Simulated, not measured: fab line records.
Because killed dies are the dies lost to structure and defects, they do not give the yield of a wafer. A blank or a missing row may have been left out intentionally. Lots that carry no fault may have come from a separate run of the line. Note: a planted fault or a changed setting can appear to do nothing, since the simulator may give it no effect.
fab line records	flow sky130
record: lots: 7	wafers: 21	last-day: 50
route steps=708 shown VIA1@473 METAL2@483 PAD_OPEN@708
lots untouched by any fault: they come from a run of this same line in which no faults occurred
start-h: start of the lot's first displayed wafer, in hours after the record's first day	wait-h: hours elapsed since this lot's preceding step	" the same as in the row above	L1.1+2: a single row standing in for several wafers	- no value, or no start was given	* or withheld: withheld	< > ~ a bound
route shown NAME@n: a module of which the file shows steps, and the number in the route of the first	usual: mean and standard deviation over wafers with no fault	same: alike in all rows	chamber/n: place in a boat	sites: readings site by site	_std_site: the values' standard deviation	_edge_site: the outer-site mean with the inner-site mean subtracted	radius-mm: how far each site lies from the wafer's centre	mask NAME#n: copy n	behind: the most recent tool/chamber to have shaped the wafer	hold: what put the lot on hold/how long, in hours/how the hold closed	device: whichever transistor did not switch (one of n, p or np)	end of line: the route-end tests of the same wafers	a step with no rows: only its recipe	killed: count of dies lost to structure and defects at first sort (not the wafer's yield)	map: dies across one wafer; x = killed, . = not, _ = none there
set.NAME: the setting as run; set.NAME@STEP: as run at that earlier step	model.NAME: the simulator's own value behind a step, which no gauge read
lots seen at some steps along the route; tables by step, rows by wafer
services: when a tool's chamber went out of use (start-h, in hours from the record's first day, below 0 if earlier), for how many hours, and the reason
== steps ==
step: SKY_VIA1_ETCH_15
recipe: target: SiO2	chemistry: C4F8/O2/Ar	target-depth-nm: 351	stop-on: TiN	mask-material: KrF-thick	source-w: 1500	bias-w: 1200	pressure-mtorr: 40	c4f8-flow-sccm: withheld	O2_flow_sccm: 6	Ar_flow_sccm: 300	time-s: 54
usual: oes-product-au: 0.982/0.0061
lot.wafer	tool	chamber	start-h	wait-h	oes-product-au	rf-hours-counter-h
L619.1	rie-diel-03	0	824.91	0.0	0.992	9
L619.4	"	0	"	"	0.980	-
L619.5	"	2	"	"	0.977	-
L620.1	rie-diel-04	0	846.24	0.0	0.979	4
L620.2	"	2	"	"	0.979	12
L620.6	"	0	"	"	0.976	-
L625.4	rie-diel-01	1	865.84	0.0	0.981	16
L625.5	"	2	"	"	0.991	-
L625.6	"	1	"	"	0.968	-
L627.3	rie-diel-03	0	880.74	0.0	0.992	10
L627.4	"	1	"	"	0.980	8
L627.6	"	0	"	"	0.986	-
L629.1	rie-diel-01	0	889.26	0.0	0.976	23
L629.4	"	2	"	"	0.985	26
L629.5	"	2	"	"	0.987	-
L635.3	rie-diel-04	0	935.99	0.0	0.984	6
L635.5	"	3	"	"	0.962	-
L635.6	"	0	"	"	0.986	-
L638.1	rie-diel-04	1	958.31	0.0	0.982	20
L638.5	"	1	"	"	0.990	-
L638.6	"	0	"	"	0.984	-
step: SKY_VIA1_STRIP_16
recipe: chemistry: O2/N2	power-w: 1400	pressure-mtorr: 1500	platen-temp-c: withheld	o2-flow-sccm: 3000	n2-flow-sccm: 300	overash-fraction: 0.5
usual: drypump-motor-current-A: 6.0/0.42	oes-product-au: 0.415/0.0047	strip-time-to-endpoint-s: 4.452/0.025
same: overash-fraction: 0.5
lot.wafer	tool	chamber	start-h	wait-h	drypump-motor-current-A	oes-product-au	rf-hours-counter-h	strip-time-to-endpoint-s
L619.1	plasma-asher-03	0	824.95	0.0	6.5	0.408	32	4.435
L619.4	"	1	"	"	6.0	0.410	-	4.430
L619.5	"	0	"	"	6.5	0.414	-	4.439
L620.1	plasma-asher-03	0	846.29	0.0	6.5	0.417	34	4.447
L620.2	"	1	"	"	6.0	0.418	34	4.468
L620.6	"	0	"	"	6.5	0.420	-	4.448
L625.4	plasma-asher-02	1	865.92	0.1	5.9	0.417	-	4.473
L625.5	"	0	"	"	5.9	0.413	-	4.427
L625.6	"	1	"	"	5.9	0.419	-	4.491
L627.3	plasma-asher-02	1	880.82	0.1	5.9	0.414	-	4.428
L627.4	"	0	"	"	5.9	0.421	-	4.439
L627.6	"	0	"	"	5.9	0.410	-	4.433
L629.1	plasma-asher-04	1	889.31	0.0	6.4	0.418	12	4.465
L629.4	"	1	"	"	6.5	0.411	-	4.431
L629.5	"	1	"	"	6.4	0.416	-	4.417
L635.3	plasma-asher-02	0	936.07	0.1	5.9	0.412	-	4.438
L635.5	"	0	"	"	5.9	0.420	-	4.464
L635.6	"	1	"	"	5.9	0.408	-	4.426
L638.1	plasma-asher-02	1	958.36	0.0	5.9	0.417	86	4.381
L638.5	"	0	"	"	5.9	0.407	-	4.406
L638.6	"	1	"	"	5.9	0.420	-	4.396
step: SKY_VIA1_STRIP_17
recipe: chemistry: post-etch-residue-remover	time-s: 1200	temp-c: 72.5
step: SKY_VIA1_CLEAN_18
recipe: chemistry: IPA	time-s: 180	temp-c: 25
step: SKY_VIA1_CLEAN_19
recipe: chemistry: O3/DIW	dry: n2-spin
step: SKY_VIA1_SPUTTER_20
recipe: material: TiN	target-thk-nm: 20	chamber-pressure-pa: 5	power-w: 4000	time-s: 80
usual: throttle-valve-pct: 30.4/1
lot.wafer	tool	chamber	start-h	wait-h	throttle-valve-pct
L619.1	pvd-sputter-01	-	825.56	0.0	31.1
L619.4	"	-	"	"	30.9
L619.5	"	-	"	"	30.5
L620.1	pvd-sputter-01	-	846.92	0.0	30.4
L620.2	"	-	"	"	32.3
L620.6	"	-	"	"	31.3
L625.4	pvd-sputter-04	-	866.52	0.0	30.0
L625.5	"	-	"	"	28.7
L625.6	"	-	"	"	30.8
L627.3	pvd-sputter-01	-	881.41	0.0	29.7
L627.4	"	-	"	"	31.4
L627.6	"	-	"	"	31.2
L629.1	pvd-sputter-01	-	889.94	0.0	32.1
L629.4	"	-	"	"	30.5
L629.5	"	-	"	"	31.2
L635.3	pvd-sputter-03	-	936.67	0.0	29.2
L635.5	"	-	"	"	29.1
L635.6	"	-	"	"	28.5
L638.1	pvd-sputter-01	-	958.99	0.0	30.9
L638.5	"	-	"	"	29.7
L638.6	"	-	"	"	31.2
step: SKY_VIA1_CVD_21
recipe: material: W	target-thk-nm: 270	time-s: 80.902	temp-c: 400	pressure-torr: 40
step: SKY_VIA1_RS_MEAS_22
recipe: thk-meas-gauge: four-point-probe	reads: W_of_VIA1_CVD_21+TiN_of_VIA1_SPUTTER_20
usual: VIA1_W_RS: 0.424/0.0041
lot.wafer	tool	chamber	start-h	wait-h	VIA1_W_RS[ohm/sq]
L619.1	film-metro-03	-	825.71	0.1	0.421
L619.4	"	-	"	"	0.424
L619.5	"	-	"	"	0.419
L620.1	film-metro-04	-	847.07	0.1	0.425
L620.2	"	-	"	"	0.420
L620.6	"	-	"	"	0.423
L625.4	film-metro-04	-	866.70	0.1	0.420
L625.5	"	-	"	"	0.421
L625.6	"	-	"	"	0.424
L627.3	film-metro-03	-	881.60	0.1	0.423
L627.4	"	-	"	"	0.426
L627.6	"	-	"	"	0.429
L629.1	film-metro-04	-	890.09	0.1	0.425
L629.4	"	-	"	"	0.421
L629.5	"	-	"	"	0.423
L635.3	film-metro-03	-	936.86	0.1	0.424
L635.5	"	-	"	"	0.421
L635.6	"	-	"	"	0.414
L638.1	film-metro-03	-	959.23	0.2	0.422
L638.5	"	-	"	"	0.421
L638.6	"	-	"	"	0.421
step: SKY_VIA1_THK_MEAS_23
recipe: thk-meas-gauge: xrf	reads: W_of_VIA1_CVD_21
usual: VIA1_W_THK: 272/3.1
lot.wafer	tool	chamber	start-h	wait-h	VIA1_W_THK[nm]
L619.1	film-metro-03	-	825.83	0.1	271
L619.4	"	-	"	"	273
L619.5	"	-	"	"	276
L620.1	film-metro-04	-	847.19	0.1	269
L620.2	"	-	"	"	272
L620.6	"	-	"	"	270
L625.4	film-metro-04	-	866.79	0.1	276
L625.5	"	-	"	"	277
L625.6	"	-	"	"	271
L627.3	film-metro-03	-	881.70	0.1	276
L627.4	"	-	"	"	272
L627.6	"	-	"	"	271
L629.1	film-metro-04	-	890.21	0.1	270
L629.4	"	-	"	"	274
L629.5	"	-	"	"	273
L635.3	film-metro-03	-	936.96	0.1	274
L635.5	"	-	"	"	276
L635.6	"	-	"	"	279
L638.1	film-metro-03	-	959.35	0.1	276
L638.5	"	-	"	"	276
L638.6	"	-	"	"	277
step: SKY_VIA1_CMP_24
recipe: stop-on: SiO2	t-overpolish-s: 15	down-force-psi: 3.5	platen-rpm: 60	target-thk-nm: 0	pad-velocity-m-s: 0.94248
usual: motor-current-A: 11.3/1.2	overpolish-run-s: 15.000/0.0089	time-to-endpoint-s: 67.3/2.7
lot.wafer	tool	chamber	start-h	wait-h	motor-current-A	overpolish-run-s	time-to-endpoint-s
L619.1	cmp-01	0	826.12	0.3	10.6	14.999	67.1
L619.4	"	1	"	"	13.4	14.994	70.6
L619.5	"	3	"	"	12.6	14.999	66.7
L620.1	cmp-02	1	847.25	0.1	11.6	15.009	69.0
L620.2	"	0	"	"	9.9	14.995	70.5
L620.6	"	1	"	"	11.6	15.007	70.3
L625.4	cmp-02	2	866.97	0.2	11.1	15.019	64.6
L625.6	"	3	"	"	9.2	14.990	68.1
L625.5	"	0	"	"	10.4	14.994	66.8
L627.4	cmp-02	0	881.79	0.1	10.3	15.019	64.4
L627.3	"	2	"	"	11.9	14.997	59.5
L627.6	"	0	"	"	11.0	14.992	63.7
L629.1	cmp-02	3	890.27	0.1	9.1	14.995	70.4
L629.4	"	0	"	"	10.7	15.002	67.2
L629.5	"	3	"	"	8.8	15.004	69.7
L635.3	cmp-02	3	937.00	0.0	9.6	15.002	68.5
L635.5	"	3	"	"	9.6	15.005	67.8
L635.6	"	0	"	"	10.5	14.996	67.4
L638.1	cmp-01	1	959.51	0.1	12.6	14.978	64.9
L638.6	"	3	"	"	13.1	15.021	68.3
L638.5	"	0	"	"	10.3	15.009	63.6
step: SKY_METAL2_SPUTTER_00
recipe: material: Ti	target-thk-nm: 15	power-w: 3000	time-s: 10	chamber-pressure-pa: 0.4
step: SKY_METAL2_SPUTTER_01
recipe: material: TiN	target-thk-nm: 20	power-w: 6500	time-s: 16.7	chamber-pressure-pa: 0.4
step: SKY_METAL2_SPUTTER_02
recipe: material: AlCu	target-thk-nm: 250	power-w: 10600	time-s: 13.79	chamber-pressure-pa: 0.4
usual: throttle-valve-pct: 30.1/0.86
lot.wafer	tool	chamber	start-h	wait-h	throttle-valve-pct	model.AlCu_of_METAL2_SPUTTER_02.thk-nm
L619.1	pvd-sputter-03	-	826.42	0.0	28.8	258.4
L619.4	"	-	"	"	30.7	259.8
L619.5	"	-	"	"	29.7	259.8
L620.1	pvd-sputter-01	-	847.60	0.0	30.6	259
L620.2	"	-	"	"	29.5	261.4
L620.6	"	-	"	"	32.1	257.4
L625.4	pvd-sputter-03	-	867.17	0.0	30.7	228.4
L625.5	"	-	"	"	30.6	230.1
L625.6	"	-	"	"	28.6	228.4
L627.3	pvd-sputter-03	-	882.09	0.0	28.7	226.4
L627.4	"	-	"	"	29.8	225.9
L627.6	"	-	"	"	29.2	228.7
L629.1	pvd-sputter-03	-	890.62	0.0	30.3	227.7
L629.4	"	-	"	"	29.9	226.7
L629.5	"	-	"	"	28.6	227.3
L635.3	pvd-sputter-02	-	937.35	0.0	30.9	260.8
L635.5	"	-	"	"	29.8	261.4
L635.6	"	-	"	"	30.6	261.2
L638.1	pvd-sputter-01	-	959.76	0.0	30.8	260
L638.5	"	-	"	"	32.3	257.4
L638.6	"	-	"	"	31.2	260.2
step: SKY_METAL2_SPUTTER_03
recipe: material: Ti	target-thk-nm: 5	power-w: 3000	time-s: 3.3	chamber-pressure-pa: 0.4
usual: throttle-valve-pct: 30.1/0.83
lot.wafer	tool	chamber	start-h	wait-h	throttle-valve-pct
L619.1	pvd-sputter-03	-	826.44	0.0	29.1
L619.4	"	-	"	"	30.5
L619.5	"	-	"	"	29.2
L620.1	pvd-sputter-01	-	847.62	0.0	30.9
L620.2	"	-	"	"	29.6
L620.6	"	-	"	"	32.2
L625.4	pvd-sputter-03	-	867.19	0.0	30.5
L625.5	"	-	"	"	30.6
L625.6	"	-	"	"	28.8
L627.3	pvd-sputter-03	-	882.11	0.0	29.0
L627.4	"	-	"	"	29.6
L627.6	"	-	"	"	29.3
L629.1	pvd-sputter-03	-	890.64	0.0	30.5
L629.4	"	-	"	"	29.8
L629.5	"	-	"	"	29.0
L635.3	pvd-sputter-02	-	937.37	0.0	31.0
L635.5	"	-	"	"	29.6
L635.6	"	-	"	"	30.6
L638.1	pvd-sputter-01	-	959.78	0.0	30.7
L638.5	"	-	"	"	32.3
L638.6	"	-	"	"	31.0
step: SKY_METAL2_SPUTTER_04
recipe: material: TiN	target-thk-nm: 70	power-w: 6500	time-s: 58.3	chamber-pressure-pa: 0.4
step: SKY_METAL2_RS_MEAS_05
recipe: thk-meas-gauge: four-point-probe	reads: TiN_of_METAL2_SPUTTER_04+Ti_of_METAL2_SPUTTER_03+AlCu_of_METAL2_SPUTTER_02+TiN_of_METAL2_SPUTTER_01+Ti_of_METAL2_SPUTTER_00
usual: METAL2_ALCU_RS: 0.1220/0.0012
lot.wafer	tool	chamber	start-h	wait-h	METAL2_ALCU_RS[ohm/sq]
L619.1	film-metro-03	-	826.51	0.0	0.1224
L619.4	"	-	"	"	0.1218
L619.5	"	-	"	"	0.1216
L620.1	film-metro-03	-	847.69	0.0	0.1222
L620.2	"	-	"	"	0.1209
L620.6	"	-	"	"	0.1230
L625.4	film-metro-03	-	867.32	0.1	0.1392
L625.5	"	-	"	"	0.1380
L625.6	"	-	"	"	0.1391
L627.3	film-metro-01	-	882.22	0.1	0.1402
L627.4	"	-	"	"	0.1408
L627.6	"	-	"	"	0.1387
L629.1	film-metro-01	-	890.71	0.0	0.1393
L629.4	"	-	"	"	0.1404
L629.5	"	-	"	"	0.1399
L635.3	film-metro-04	-	937.48	0.1	0.1215
L635.5	"	-	"	"	0.1211
L635.6	"	-	"	"	0.1213
L638.1	film-metro-01	-	959.85	0.0	0.1216
L638.5	"	-	"	"	0.1230
L638.6	"	-	"	"	0.1213
step: SKY_METAL2_THK_MEAS_06
recipe: thk-meas-gauge: xrf	reads: AlCu_of_METAL2_SPUTTER_02
usual: METAL2_ALCU_THK: 261.2/2.5
lot.wafer	tool	chamber	start-h	wait-h	METAL2_ALCU_THK[nm]
L619.1	film-metro-03	-	826.63	0.1	260.4
L619.4	"	-	"	"	261.4
L619.5	"	-	"	"	261.8
L620.1	film-metro-03	-	847.81	0.1	261.1
L620.2	"	-	"	"	263.8
L620.6	"	-	"	"	260.8
L625.4	film-metro-03	-	867.41	0.1	231.2
L625.5	"	-	"	"	230.8
L625.6	"	-	"	"	230.2
L627.3	film-metro-01	-	882.32	0.1	226.5
L627.4	"	-	"	"	225.5
L627.6	"	-	"	"	228.0
L629.1	film-metro-01	-	890.83	0.1	229.3
L629.4	"	-	"	"	227.9
L629.5	"	-	"	"	229.3
L635.3	film-metro-04	-	937.58	0.1	261.7
L635.5	"	-	"	"	262.3
L635.6	"	-	"	"	262.4
L638.1	film-metro-01	-	959.97	0.1	263.4
L638.5	"	-	"	"	259.5
L638.6	"	-	"	"	262.5
step: SKY_METAL2_DEHYDRATE_07
recipe: temp-c: 200	time-s: 60
step: SKY_PAD_OPEN_PROBE_99
usual: defect-limited-yield: 82.4/1.8	killed_at_M0_to_M3: 43/6.8	killed_at_M4_up: 3.1/1.6	killed-at-contacts: 24/5.4	killed-at-front-end: 16/4.4	killed-at-other: 0.2/0.48	killed-dies: 87/8.8	killed-open: 48/6.4	killed-short: 39/6.2	sort_bin_3_pad_short: 0.9/0.43	sort_bin_5_function: 10.5/1.4	sort_bin_6_memory: 6.2/1.1	sort-n-pass: 405/8.8	sort-yield-pct: 82.4/1.8
same: gross-dies: 492	killed-at-back-side: 0	sort_bin_4_leakage[%]: 0	sort_bin_8_speed[%]: 0
lot.wafer	tool	chamber	start-h	wait-h	defect-limited-yield[%]	killed_at_M0_to_M3	killed_at_M4_up	killed-at-contacts	killed-at-front-end	killed-at-other	killed-dies	killed-open	killed-short	sort_bin_3_pad_short[%]	sort_bin_5_function[%]	sort_bin_6_memory[%]	sort-n-pass	sort-yield-pct[%]	model.etest.met2.line-ohm-um	model.etest.met2.rs-ohm-sq
L619.1	prober-02	-	1101.12	0.1	83.3	43	4	23	12	0	82	42	40	0.8	9.6	6.3	410	83.3	0.87	0.1237
L619.4	prober-02	-	1101.27	0.2	80.9	46	4	31	12	1	94	52	42	1.0	12.0	6.1	398	80.9	0.8852	0.1238
L619.5	prober-02	-	1101.32	0.2	83.7	43	2	18	16	1	80	40	40	0.2	10.2	5.9	412	83.7	0.8503	0.1231
L620.1	prober-02	-	1118.58	0.1	84.6	37	3	20	15	1	76	39	37	0.6	9.6	5.3	416	84.6	0.8419	0.1225
L620.2	prober-02	-	1118.63	0.1	81.9	42	3	29	15	0	89	40	49	1.2	9.8	7.1	403	81.9	0.8863	0.1225
L620.6	prober-02	-	1118.83	0.2	84.8	49	1	15	10	0	75	39	36	1.4	9.8	4.1	417	84.8	0.8755	0.1251
L625.4	prober-02	-	1135.02	0.2	82.7	44	3	20	17	1	85	49	36	1.6	10.6	5.1	407	82.7	1.004	0.1415
L625.5	prober-02	-	1135.07	0.2	80.5	44	5	31	16	0	96	55	41	0.8	14.2	4.5	396	80.5	1.01	0.1404
L625.6	prober-02	-	1135.12	0.2	80.9	37	6	35	16	0	94	50	44	1.2	12.6	5.3	398	80.9	0.9931	0.1404
L627.3	prober-02	-	1145.67	0.2	83.1	42	3	23	15	0	83	43	40	1.0	10.0	5.9	409	83.1	1.046	0.1437
L627.4	prober-02	-	1145.72	0.2	83.3	53	4	16	9	0	82	42	40	0	10.6	6.1	410	83.3	1.038	0.1445
L627.6	prober-02	-	1145.82	0.2	82.1	48	4	22	14	0	88	48	40	0.8	9.6	7.5	404	82.1	1.002	0.1403
L629.1	prober-02	-	1151.69	0.1	83.1	37	5	22	19	0	83	45	38	0.2	11.8	4.9	409	83.1	1.067	0.1402
L629.4	prober-02	-	1151.84	0.2	82.7	45	5	19	15	1	85	48	37	1.0	10.6	5.7	407	82.7	1.059	0.1415
L629.5	prober-02	-	1151.89	0.2	86.2	36	0	21	10	1	68	37	31	1.2	6.9	5.7	424	86.2	1.07	0.1432
L635.3	prober-02	-	1185.17	0.2	82.3	34	1	30	22	0	87	44	43	0.8	9.6	7.3	405	82.3	0.879	0.1232
L635.5	prober-02	-	1185.27	0.2	81.5	40	1	28	20	2	91	46	45	1.4	10.2	6.9	401	81.5	0.8798	0.1219
L635.6	prober-02	-	1185.32	0.2	79.9	46	7	26	20	0	99	52	47	0.2	12.2	7.7	393	79.9	0.8831	0.121
L638.1	prober-01	-	1198.98	0.1	83.1	40	2	23	18	0	83	45	38	0.4	11.0	5.5	409	83.1	0.8871	0.1241
L638.5	prober-01	-	1199.18	0.2	85.2	29	5	24	15	0	73	34	39	1.2	9.3	4.3	419	85.2	0.8803	0.1243
L638.6	prober-01	-	1199.23	0.2	85.2	30	1	32	10	0	73	42	31	1.8	8.7	4.3	419	85.2	0.9052	0.1235
killed by level:class
L619.1 METAL1:geometric-particle:short=10 CONTACT:geometric-particle:short=7 CONTACT:geometric-particle:open=7 VIA2:geometric-particle:open=7 LI_CONTACT:geometric-particle:open=6 VIA1:geometric-particle:open=6 VIA3:geometric-particle:open=6 POLY_GATE:geometric-particle:open=4
L619.4 CONTACT:geometric-particle:open=16 METAL1:geometric-particle:short=8 LI_CONTACT:geometric-particle:open=7 VIA3:geometric-particle:open=7 VIA1:geometric-particle:open=6 METAL3:geometric-particle:short=6 VIA1:geometric-particle:short=5 FIELD_ISO:geometric-particle:open=4
L619.5 METAL1:geometric-particle:short=10 LI_CONTACT:geometric-particle:open=9 VIA1:geometric-particle:open=7 VIA1:geometric-particle:short=6 FIELD_ISO:geometric-particle:open=5 CONTACT:geometric-particle:open=5 POLY_GATE:geometric-particle:short=4 METAL3:geometric-particle:short=4
L620.1 VIA1:geometric-particle:open=11 METAL1:geometric-particle:short=8 CONTACT:geometric-particle:open=7 FIELD_ISO:geometric-particle:open=5 VIA2:geometric-particle:open=5 LI_CONTACT:geometric-particle:open=5 CONTACT:geometric-particle:short=4 METAL2:geometric-particle:short=4
L620.2 CONTACT:geometric-particle:open=12 METAL2:geometric-particle:short=9 VIA1:geometric-particle:open=7 LI_CONTACT:geometric-particle:short=6 POLY_GATE:geometric-particle:short=5 VIA1:geometric-particle:short=5 METAL3:geometric-particle:short=5 LI_CONTACT:geometric-particle:open=4
L620.6 VIA1:geometric-particle:open=12 VIA2:geometric-particle:open=7 CONTACT:geometric-particle:open=6 METAL1:geometric-particle:short=6 METAL2:geometric-particle:short=5 VIA1:geometric-particle:short=5 LI_CONTACT:geometric-particle:open=4 METAL2:geometric-particle:open=4
L625.4 CONTACT:geometric-particle:open=10 VIA1:geometric-particle:open=10 VIA2:geometric-particle:open=8 VIA1:geometric-particle:short=7 FIELD_ISO:geometric-particle:short=5 FIELD_ISO:geometric-particle:open=5 CONTACT:geometric-particle:short=4 METAL1:geometric-particle:short=4
L625.5 VIA1:geometric-particle:open=15 CONTACT:geometric-particle:open=9 LOCAL_INTERCONNECT:geometric-particle:short=7 METAL2:geometric-particle:short=7 FIELD_ISO:geometric-particle:open=6 VIA2:geometric-particle:open=6 CONTACT:geometric-particle:short=5 POLY_GATE:geometric-particle:open=4
L625.6 VIA1:geometric-particle:open=13 CONTACT:geometric-particle:open=12 LOCAL_INTERCONNECT:geometric-particle:short=10 VIA3:geometric-particle:open=6 FIELD_ISO:geometric-particle:open=5 LI_CONTACT:geometric-particle:open=5 METAL4:geometric-particle:short=5 VIA1:geometric-particle:short=5
L627.3 VIA1:geometric-particle:open=13 CONTACT:geometric-particle:short=6 METAL1:geometric-particle:short=6 FIELD_ISO:geometric-particle:short=5 LOCAL_INTERCONNECT:geometric-particle:short=5 CONTACT:geometric-particle:open=5 METAL2:geometric-particle:short=5 VIA3:geometric-particle:open=5
L627.4 VIA2:geometric-particle:open=12 VIA1:geometric-particle:open=9 METAL1:geometric-particle:short=7 LOCAL_INTERCONNECT:geometric-particle:short=6 CONTACT:geometric-particle:open=5 VIA1:geometric-particle:short=5 VIA3:geometric-particle:open=5 FIELD_ISO:geometric-particle:short=4
L627.6 VIA1:geometric-particle:open=10 LI_CONTACT:geometric-particle:open=8 VIA2:geometric-particle:short=7 CONTACT:geometric-particle:open=6 METAL1:geometric-particle:short=6 VIA2:geometric-particle:open=6 METAL2:geometric-particle:short=5 POLY_GATE:geometric-particle:open=5
L629.1 CONTACT:geometric-particle:open=12 VIA1:geometric-particle:open=8 VIA2:geometric-particle:open=7 POLY_GATE:geometric-particle:open=4 POLY_GATE:geometric-particle:short=4 SPACER:geometric-particle:short=4 LI_CONTACT:geometric-particle:open=4 METAL2:geometric-particle:short=4
L629.4 VIA1:geometric-particle:open=12 CONTACT:geometric-particle:open=10 METAL2:geometric-particle:short=6 VIA2:geometric-particle:open=6 VIA3:geometric-particle:open=5 POLY_GATE:geometric-particle:short=4 POLY_GATE:geometric-particle:open=4 VIA1:geometric-particle:short=4
L629.5 CONTACT:geometric-particle:open=9 LI_CONTACT:geometric-particle:open=7 VIA3:geometric-particle:open=7 VIA1:geometric-particle:short=6 METAL2:geometric-particle:short=5 VIA2:geometric-particle:open=4 VIA1:geometric-particle:open=4 FIELD_ISO:geometric-particle:short=3
L635.3 FIELD_ISO:geometric-particle:open=8 LOCAL_INTERCONNECT:geometric-particle:short=8 VIA1:geometric-particle:open=8 CONTACT:geometric-particle:open=6 LI_CONTACT:geometric-particle:open=6 FIELD_ISO:geometric-particle:short=5 CONTACT:geometric-particle:short=5 METAL2:geometric-particle:short=5
L635.5 VIA1:geometric-particle:open=13 CONTACT:geometric-particle:open=8 LOCAL_INTERCONNECT:geometric-particle:short=7 METAL1:geometric-particle:short=6 FIELD_ISO:geometric-particle:short=6 POLY_GATE:geometric-particle:short=6 LI_CONTACT:geometric-particle:open=6 FIELD_ISO:geometric-particle:open=5
L635.6 VIA1:geometric-particle:open=11 CONTACT:geometric-particle:open=11 VIA1:geometric-particle:short=9 FIELD_ISO:geometric-particle:open=8 LOCAL_INTERCONNECT:geometric-particle:short=6 METAL2:geometric-particle:short=6 VIA3:geometric-particle:open=6 FIELD_ISO:geometric-particle:short=5
L638.1 LI_CONTACT:geometric-particle:open=8 FIELD_ISO:geometric-particle:open=6 VIA1:geometric-particle:open=6 METAL2:geometric-particle:short=6 LI_CONTACT:geometric-particle:short=5 CONTACT:geometric-particle:open=5 METAL3:geometric-particle:short=5 VIA3:geometric-particle:open=5
L638.5 LI_CONTACT:geometric-particle:open=7 CONTACT:geometric-particle:open=7 FIELD_ISO:geometric-particle:short=6 VIA2:geometric-particle:open=6 LOCAL_INTERCONNECT:geometric-particle:short=6 METAL1:geometric-particle:short=4 METAL2:geometric-particle:short=4 FIELD_ISO:geometric-particle:open=3
L638.6 CONTACT:geometric-particle:open=10 LI_CONTACT:geometric-particle:open=8 CONTACT:geometric-particle:short=7 VIA3:geometric-particle:open=6 VIA2:geometric-particle:open=5 LI_CONTACT:geometric-particle:short=4 VIA1:geometric-particle:open=4 METAL2:geometric-particle:short=4
== services ==
tool	chamber	start-h	hours	kind
rie-diel-03	-	805.48	0.4	repair
rie-diel-01	-	812.72	1.2	repair
rie-diel-04	3	820.54	7.2	repair
cmp-02	-	821.38	4.5	pm
rie-diel-03	-	827.33	0.4	repair
cmp-01	-	849.54	1.2	repair
cmp-02	-	850.99	2.2	repair
rie-diel-04	0	851.15	15.5	repair
rie-diel-03	2	852.89	19.1	repair
cmp-01	-	879.00	9.9	pm
rie-diel-01	1	898.92	19.5	repair
cmp-01	-	899.69	0.4	repair
pvd-sputter-03	-	907.00	6.3	repair
rie-diel-04	-	910.42	2.1	repair
pvd-sputter-03	-	912.09	11.4	repair
cmp-01	-	912.11	4.0	pm
rie-diel-01	-	912.76	14.6	pm
rie-diel-01	1	927.38	7.2	repair
pvd-sputter-03	-	928.44	5.1	repair
pvd-sputter-01	-	934.40	0.5	repair
rie-diel-03	3	937.43	8.2	repair
cmp-02	-	938.13	0.3	repair
cmp-02	-	943.38	0.5	repair
rie-diel-04	3	956.49	8.2	repair
== key ==
first-sign: step: SKY_METAL2_RS_MEAS_05	reading: METAL2_ALCU_RS	direction: up	sigmas: 14	usual: 0.1220	struck: 0.1395
effect: step: SKY_METAL2_THK_MEAS_06	reading: METAL2_ALCU_THK	direction: down	sigmas: 13	usual: 261.2	struck: 228.7
model-effect: step: SKY_METAL2_SPUTTER_02	value: AlCu_of_METAL2_SPUTTER_02.thk-nm	without: 258.6	struck: 227.7
model-effect: step: SKY_PAD_OPEN_PROBE_99	value: etest.met2.line-ohm-um	without: 0.905	struck: 1.032
met-at SKY_METAL2_SPUTTER_02
struck-wafers L625.4,L625.5,L625.6,L627.3,L627.4,L627.6,L629.1,L629.4,L629.5
onset-between 826.42 867.17
also-fits SKY_METAL2_SPUTTER_03:pvd-sputter-03
fault: kind: process-parameter-drift	tool: pvd-sputter-03	chamber: -	onset-h: 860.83	steps: SKY_METAL2_SPUTTER_02	channel: target-thk-nm	offset: -29.735	shape: step	end-h: 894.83	acts-in: these-recipes-only	stated: 250
